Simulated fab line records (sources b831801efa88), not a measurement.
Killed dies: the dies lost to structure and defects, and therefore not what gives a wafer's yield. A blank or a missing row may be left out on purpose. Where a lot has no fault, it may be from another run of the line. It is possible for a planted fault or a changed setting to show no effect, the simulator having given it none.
Which tool is to blame? + flow sky130 + 10 lots, 30 wafers sampled, at 4 steps of a route of 708

== WHAT THE GAUGES SHOWED, per wafer ==
SKY_CAP2M_RS_MEAS_03: uses a four-point probe to measure.
| lot  | measured     | on           | CAP2M_TIN_RS (ohm/sq) |
|------|--------------|--------------|-----------------------|
| L935 | day 41 03:06 | filmMetro-03 | 6.95 6.97 6.94        |
| L939 | day 42 02:26 | filmMetro-01 | 5.84 6.89 6.86        |
| L941 | day 42 14:17 | filmMetro-01 | 5.85 6.86 5.86        |
| L942 | day 42 22:58 | filmMetro-03 | 7.01 6.97 6.95        |
| L949 | day 44 18:16 | filmMetro-04 | 7.03 6.87 7.04        |
| L951 | day 45 01:28 | filmMetro-01 | 7.00 7.00 7.00        |
| L952 | day 45 09:48 | filmMetro-04 | 7.00 6.93 6.97        |
| L953 | day 45 12:29 | filmMetro-03 | 7.07 6.96 7.00        |
| L954 | day 45 23:25 | filmMetro-04 | 6.86 6.89 6.94        |
| L955 | day 46 01:37 | filmMetro-03 | 6.98 7.02 7.05        |

== WHICH TOOL RAN EACH LOT (tool, then ch and the chambers of the sampled wafers, then the start) ==
| lot  | SKY_METAL4_SPUTTER_01       | SKY_CAP2M_CVD_00                | SKY_CAP2M_SPUTTER_02        |
|------|-----------------------------|---------------------------------|-----------------------------|
| L935 | pvdSputter-03, day 41 02:47 | pecvd-04 ch 0,2, day 41 02:55   | pvdSputter-04, day 41 02:59 |
| L939 | pvdSputter-01, day 42 02:05 | pecvd-04 ch 0,2, day 42 02:13   | pvdSputter-04, day 42 02:18 |
| L941 | pvdSputter-01, day 42 13:57 | pecvd-01 ch 0,2, day 42 14:05   | pvdSputter-04, day 42 14:10 |
| L942 | pvdSputter-01, day 42 22:39 | pecvd-04 ch 0,2, day 42 22:47   | pvdSputter-03, day 42 22:52 |
| L949 | pvdSputter-03, day 44 17:56 | pecvd-03 ch 0,2, day 44 18:04   | pvdSputter-01, day 44 18:09 |
| L951 | pvdSputter-01, day 45 01:08 | pecvd-03 ch 1,2, day 45 01:16   | pvdSputter-03, day 45 01:21 |
| L952 | pvdSputter-03, day 45 09:26 | pecvd-03 ch 0,1,2, day 45 09:34 | pvdSputter-04, day 45 09:39 |
| L953 | pvdSputter-03, day 45 12:10 | pecvd-04 ch 1,2, day 45 12:18   | pvdSputter-04, day 45 12:23 |
| L954 | pvdSputter-03, day 45 23:04 | pecvd-01 ch 0,1,2, day 45 23:13 | pvdSputter-04, day 45 23:17 |
| L955 | pvdSputter-01, day 46 01:17 | pecvd-03 ch 0,1, day 46 01:25   | pvdSputter-04, day 46 01:30 |
- SKY_METAL4_SPUTTER_01: material TiN, target thk 20 nm, time 16.7 s.
- SKY_CAP2M_CVD_00: deposits SiO2, target thk 15.5 nm.
- SKY_CAP2M_SPUTTER_02: material TiN, target thk 200 nm, time 166.7 s.

== THE ANSWER, worked out from the rows above alone ==
Rule: usual is defined by the lots themselves. Put in order of their means at a reading, lots are off if they are a third of the lots or fewer, leave a main group of 4 or more, and stand apart from it by a gap of 3 or more times the standard deviation of the main group's means; of several such gaps the widest counts. The tables above print the reading to a certain number of digits; a main group whose means all agree to those digits is not used. A lot without any number at a reading at which 4 lots or more have one is off too. Any other lot the step has rows for is counted as sound.
Off: L939, L941, seen at SKY_CAP2M_RS_MEAS_03 (CAP2M_TIN_RS). Mean 6.97 ohm/sq and standard deviation 0.036 in the main group.
If a tool, at a process step before that reading, ran all the lots that are off and no sound lot after the first of them, it fits. Gauges at SKY_CAP2M_RS_MEAS_03: tried the same way as those tools. None of those tried fits.

== WHAT WAS PUT IN BY THE SIMULATOR ==
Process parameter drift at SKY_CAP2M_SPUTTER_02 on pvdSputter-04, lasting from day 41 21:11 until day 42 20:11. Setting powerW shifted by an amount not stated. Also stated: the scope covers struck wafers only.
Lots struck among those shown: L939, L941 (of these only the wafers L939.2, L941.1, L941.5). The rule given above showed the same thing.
